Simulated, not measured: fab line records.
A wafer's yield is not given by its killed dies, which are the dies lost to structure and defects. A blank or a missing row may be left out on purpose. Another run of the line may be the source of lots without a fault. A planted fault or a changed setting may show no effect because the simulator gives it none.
fab line records ; flow sky130
record lots=6; wafers=18; last-day=50
route steps=708 shown METAL4@602 CAP2M@603
lots that met no fault: from a run of the same line without faults
start-h: the number of hours between the record's first day and the start of the first shown wafer of the lot ; wait-h: time in hours since the lot's previous step ; " the same as in the row above ; L1.1+2: a single row standing in for several wafers ; - value missing, or start not given ; * or withheld: withheld ; < > ~ a bound
route shown NAME@n: NAME is a module with steps in the file, n the number in the route of the first one ; usual: mean/standard deviation taken from wafers without a fault ; same: alike in all rows ; chamber/n: place in a boat ; sites: readings site by site ; _std_site: standard deviation across them ; _edge_site: mean of outer sites minus mean of inner sites ; radius-mm: how far each site lies from the wafer's centre ; mask NAME#n: copy n ; behind: the last tool/chamber to shape the wafer ; hold: why the lot went on hold/how many hours it stayed there/how the hold came to an end ; device: which transistor (n, p or np) failed to switch ; end of line: the route-end tests of the same wafers ; for a step that has no rows: nothing shown but its recipe ; killed: not the wafer's yield, but the dies lost to structure and defects at the first sort ; map: shows each die of a wafer: x if killed, . if not, _ if none is there
set.NAME: setting as actually run; set.NAME@STEP: the setting as run at that earlier step ; model.NAME: the simulator's own value behind a step, which no gauge read
lots seen at some steps along the route; tables by step, rows by wafer
services: from which hour (start-h, from the record's first day; less than 0 if before it) a tool's chamber was out of use, for how many hours, and why
## steps
# step SKY_METAL4_SPUTTER_04
# recipe material=TiN; target-thk-nm=70; power-w=6500; time-s=58.3; chamber-pressure-pa=0.4
# usual throttle-valve-pct=29.9/0.91
lot.wafer;tool;chamber;start-h;wait-h;throttle-valve-pct
L486.2;pvd-sputter-03;-;975.80;0.0;29.8
L486.5;pvd-sputter-03;-;975.80;0.0;29.3
L486.6;pvd-sputter-03;-;975.80;0.0;28.5
L487.1;pvd-sputter-02;-;987.24;0.0;28.8
L487.3;pvd-sputter-02;-;987.24;0.0;30.9
L487.4;pvd-sputter-02;-;987.24;0.0;29.3
L499.1;pvd-sputter-03;-;1058.84;0.0;29.6
L499.4;pvd-sputter-03;-;1058.84;0.0;28.7
L499.6;pvd-sputter-03;-;1058.84;0.0;29.3
L500.3;pvd-sputter-04;-;1065.38;0.0;30.5
L500.4;pvd-sputter-04;-;1065.38;0.0;31.7
L500.5;pvd-sputter-04;-;1065.38;0.0;30.0
L501.4;pvd-sputter-04;-;1071.17;0.0;29.7
L501.5;pvd-sputter-04;-;1071.17;0.0;30.8
L501.6;pvd-sputter-04;-;1071.17;0.0;31.6
L503.1;pvd-sputter-04;-;1082.79;0.0;30.6
L503.2;pvd-sputter-04;-;1082.79;0.0;31.5
L503.6;pvd-sputter-04;-;1082.79;0.0;31.4
# step SKY_CAP2M_CVD_00
# recipe material=SiO2; target-thk-nm=15.5; temp-c=400; time-s=withheld; rf-w=450
# usual heater-power-w=670/73
lot.wafer;tool;chamber;start-h;wait-h;heater-power-w
L486.2;pecvd-02;1;975.85;0.0;626
L486.5;pecvd-02;1;975.85;0.0;630
L486.6;pecvd-02;2;975.85;0.0;604
L487.1;pecvd-02;0;987.29;0.0;695
L487.3;pecvd-02;2;987.29;0.0;549
L487.4;pecvd-02;2;987.29;0.0;555
L499.1;pecvd-03;2;1058.89;0.0;577
L499.4;pecvd-03;2;1058.89;0.0;581
L499.6;pecvd-03;2;1058.89;0.0;598
L500.3;pecvd-01;2;1065.43;0.0;615
L500.4;pecvd-01;0;1065.43;0.0;711
L500.5;pecvd-01;2;1065.43;0.0;606
L501.4;pecvd-01;1;1071.23;0.0;753
L501.5;pecvd-01;2;1071.23;0.0;569
L501.6;pecvd-01;0;1071.23;0.0;657
L503.1;pecvd-01;0;1082.84;0.0;646
L503.2;pecvd-01;1;1082.84;0.0;675
L503.6;pecvd-01;0;1082.84;0.0;641
# step SKY_CAP2M_THK_MEAS_01
# recipe reads=SiO2_of_CAP2M_CVD_00
# usual CAP2M_CVD_00_THK=15.54/0.24
lot.wafer;tool;chamber;start-h;wait-h;CAP2M_CVD_00_THK[nm]
L486.2;film-metro-04;-;975.88;-;15.38
L486.5;film-metro-04;-;975.88;-;15.57
L486.6;film-metro-04;-;975.88;-;15.55
L487.1;film-metro-02;-;987.31;-;15.63
L487.3;film-metro-02;-;987.31;-;15.14
L487.4;film-metro-02;-;987.31;-;15.49
L499.1;film-metro-02;-;1058.92;-;15.24
L499.4;film-metro-02;-;1058.92;-;15.66
L499.6;film-metro-02;-;1058.92;-;15.69
L500.3;film-metro-04;-;1065.48;-;15.45
L500.4;film-metro-04;-;1065.48;-;16.18
L500.5;film-metro-04;-;1065.48;-;15.69
L501.4;film-metro-04;-;1071.28;-;15.53
L501.5;film-metro-04;-;1071.28;-;15.45
L501.6;film-metro-04;-;1071.28;-;15.85
L503.1;film-metro-03;-;1082.87;-;15.35
L503.2;film-metro-03;-;1082.87;-;15.32
L503.6;film-metro-03;-;1082.87;-;15.75
# step SKY_CAP2M_SPUTTER_02
# recipe material=TiN; target-thk-nm=200; temp-c=300; power-w=6500; time-s=166.7; chamber-pressure-pa=0.4
# usual throttle-valve-pct=30.3/1
lot.wafer;tool;chamber;start-h;wait-h;throttle-valve-pct
L486.2;pvd-sputter-04;-;975.93;0.0;30.1
L486.5;pvd-sputter-04;-;975.93;0.0;30.5
L486.6;pvd-sputter-04;-;975.93;0.0;29.7
L487.1;pvd-sputter-01;-;987.37;0.1;31.9
L487.3;pvd-sputter-01;-;987.37;0.1;29.9
L487.4;pvd-sputter-01;-;987.37;0.1;30.7
L499.1;pvd-sputter-02;-;1058.98;0.1;29.5
L499.4;pvd-sputter-02;-;1058.98;0.1;28.9
L499.6;pvd-sputter-02;-;1058.98;0.1;29.2
L500.3;pvd-sputter-01;-;1065.52;0.0;32.3
L500.4;pvd-sputter-01;-;1065.52;0.0;29.3
L500.5;pvd-sputter-01;-;1065.52;0.0;32.3
L501.4;pvd-sputter-01;-;1071.31;0.0;30.1
L501.5;pvd-sputter-01;-;1071.31;0.0;32.1
L501.6;pvd-sputter-01;-;1071.31;0.0;30.7
L503.1;pvd-sputter-01;-;1082.93;0.1;29.3
L503.2;pvd-sputter-01;-;1082.93;0.1;30.0
L503.6;pvd-sputter-01;-;1082.93;0.1;29.7
# step SKY_CAP2M_RS_MEAS_03
# recipe thk-meas-gauge=four-point-probe; reads=TiN_of_CAP2M_SPUTTER_02
# usual CAP2M_TIN_RS=6.88/0.064
lot.wafer;tool;chamber;start-h;wait-h;CAP2M_TIN_RS[ohm/sq]
L486.2;film-metro-02;-;976.06;0.1;6.91
L486.5;film-metro-02;-;976.06;0.1;6.83
L486.6;film-metro-02;-;976.06;0.1;6.90
L487.1;film-metro-03;-;987.48;0.1;6.78
L487.3;film-metro-03;-;987.48;0.1;6.90
L487.4;film-metro-03;-;987.48;0.1;7.00
L499.1;film-metro-04;-;1059.09;0.1;6.93
L499.4;film-metro-04;-;1059.09;0.1;6.89
L499.6;film-metro-04;-;1059.09;0.1;6.95
L500.3;film-metro-03;-;1065.66;0.1;6.88
L500.4;film-metro-03;-;1065.66;0.1;6.92
L500.5;film-metro-03;-;1065.66;0.1;6.87
L501.4;film-metro-02;-;1071.47;0.1;6.83
L501.5;film-metro-02;-;1071.47;0.1;6.89
L501.6;film-metro-02;-;1071.47;0.1;6.91
L503.1;film-metro-03;-;1083.04;0.1;6.92
L503.2;film-metro-03;-;1083.04;0.1;6.88
L503.6;film-metro-03;-;1083.04;0.1;6.88
# step SKY_CAP2M_THK_MEAS_04
# recipe thk-meas-gauge=xrf; reads=TiN_of_CAP2M_SPUTTER_02
# usual CAP2M_TIN_THK=196.2/2
lot.wafer;tool;chamber;start-h;wait-h;CAP2M_TIN_THK[nm]
L486.2;film-metro-02;-;976.17;0.1;197.3
L486.5;film-metro-02;-;976.17;0.1;198.7
L486.6;film-metro-02;-;976.17;0.1;196.6
L487.1;film-metro-03;-;987.60;0.1;198.8
L487.3;film-metro-03;-;987.60;0.1;196.4
L487.4;film-metro-03;-;987.60;0.1;194.0
L499.1;film-metro-04;-;1059.21;0.1;194.6
L499.4;film-metro-04;-;1059.21;0.1;195.0
L499.6;film-metro-04;-;1059.21;0.1;194.2
L500.3;film-metro-03;-;1065.76;0.1;194.7
L500.4;film-metro-03;-;1065.76;0.1;194.2
L500.5;film-metro-03;-;1065.76;0.1;195.2
L501.4;film-metro-02;-;1071.56;0.1;197.3
L501.5;film-metro-02;-;1071.56;0.1;196.2
L501.6;film-metro-02;-;1071.56;0.1;196.0
L503.1;film-metro-03;-;1083.16;0.1;195.6
L503.2;film-metro-03;-;1083.16;0.1;196.3
L503.6;film-metro-03;-;1083.16;0.1;196.2
# step SKY_CAP2M_DEHYDRATE_05
# recipe temp-c=200; time-s=60
# step SKY_CAP2M_HMDS_06
# recipe prime-time-s=60; prime-temp-c=120
# step SKY_CAP2M_COAT_07
# recipe resist=NOVOLAK; spin-rpm=3000; resist-thk-nm=1140
# step SKY_CAP2M_SOFTBAKE_08
# recipe temp-c=90; time-s=60; resist=NOVOLAK
# step SKY_CAP2M_EXPOSE_09
# recipe mask-id=CAP2M; na=0.6; source-shape=conventional; sigma-outer=0.6; polarization=unpolarized; target-cd-nm=1000; dose-mj=159
# step SKY_CAP2M_PEB_10
# recipe temp-c=withheld; time-s=*; resist=NOVOLAK
# step SKY_CAP2M_DEVELOP_11
# recipe resist=NOVOLAK; developer=TMAH; develop-time-s=60; dev-temp-c=23
# usual chill-plate-temp-C=23.00/0.1; develop-time-s=60/0
lot.wafer;tool;chamber;start-h;wait-h;chill-plate-temp-C;develop-time-s
L486.2;litho-track-01;-;999.40;0.1;-;-
L486.5;litho-track-01;-;999.40;0.1;-;-
L486.6;litho-track-01;-;999.40;0.1;-;-
L487.1;litho-track-03;-;1009.91;0.1;-;-
L487.3;litho-track-03;-;1009.91;0.1;-;-
L487.4;litho-track-03;-;1009.91;0.1;-;-
L499.1;litho-track-02;0;1080.02;0.1;23.15;60
L499.4;litho-track-02;0;1080.02;0.1;22.99;60
L499.6;litho-track-02;0;1080.02;0.1;23.10;60
L500.3;litho-track-02;0;1086.07;0.1;22.94;60
L500.4;litho-track-02;0;1086.07;0.1;22.97;60
L500.5;litho-track-02;0;1086.07;0.1;22.99;60
L501.4;litho-track-01;0;1091.50;0.1;22.87;60
L501.5;litho-track-01;0;1091.50;0.1;23.04;60
L501.6;litho-track-01;0;1091.50;0.1;22.88;60
L503.1;litho-track-02;0;1103.62;0.1;22.95;60
L503.2;litho-track-02;0;1103.62;0.1;23.01;60
L503.6;litho-track-02;0;1103.62;0.1;22.96;60
# step SKY_CAP2M_OVL_MEAS_12
# usual CAP2M_OVL=0.8/1.4
lot.wafer;tool;chamber;start-h;wait-h;CAP2M_OVL[nm]
L486.2;overlay-02;-;999.53;0.1;-
L486.5;overlay-02;-;999.53;0.1;-
L486.6;overlay-02;-;999.53;0.1;-
L487.1;overlay-02;-;1010.06;0.1;-
L487.3;overlay-02;-;1010.06;0.1;-
L487.4;overlay-02;-;1010.06;0.1;-
L499.1;overlay-02;-;1080.17;0.1;1.3
L499.4;overlay-02;-;1080.17;0.1;1.6
L499.6;overlay-02;-;1080.17;0.1;1.8
L500.3;overlay-01;-;1086.18;0.1;1.7
L500.4;overlay-01;-;1086.18;0.1;2.2
L500.5;overlay-01;-;1086.18;0.1;2.5
L501.4;overlay-01;-;1091.59;0.1;-0.4
L501.5;overlay-01;-;1091.59;0.1;0.8
L501.6;overlay-01;-;1091.59;0.1;1.0
L503.1;overlay-01;-;1103.77;0.1;0.6
L503.2;overlay-01;-;1103.77;0.1;-0.9
L503.6;overlay-01;-;1103.77;0.1;0.5
## services
tool;chamber;start-h;hours;kind
pvd-sputter-03;-;967.76;2.9;repair
pvd-sputter-01;-;981.76;1.7;repair
pvd-sputter-04;-;1011.22;2.6;repair
pvd-sputter-03;-;1016.37;3.0;repair
pecvd-02;1;1022.71;2.1;scheduled-down
pecvd-02;-;1039.53;28.1;pm
pvd-sputter-04;-;1052.56;0.5;repair
pecvd-03;0;1052.73;10.5;repair
pvd-sputter-02;-;1067.27;2.5;repair
pecvd-01;2;1080.96;5.5;scheduled-down
pecvd-02;0;1082.00;5.8;repair
pecvd-02;1;1095.42;5.5;scheduled-down
## key
first-sign step=SKY_CAP2M_DEVELOP_11; reading=tool-record; direction=missing
effect none on later readings
met-at SKY_CAP2M_DEVELOP_11
struck-wafers L486.2,L486.5,L486.6,L487.1,L487.3,L487.4
later-rows-left-out L486.2,L486.5,L486.6,L487.1,L487.3,L487.4
sort-left-out L486.2,L486.5,L486.6,L487.1,L487.3,L487.4
fault kind=skipped-step-whole; tool=litho-track-01,litho-track-03; chamber=-; onset-h=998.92; steps=SKY_CAP2M_DEVELOP_11; scope=struck-lots-only
# sort-left-out: the simulated sort isn't trusted on such a fault, so these wafers' sort isn't shown, and their yield isn't known
# later-rows-left-out: the simulator's readings of these wafers behind a module that went badly wrong aren't trusted and aren't shown, but for the sort
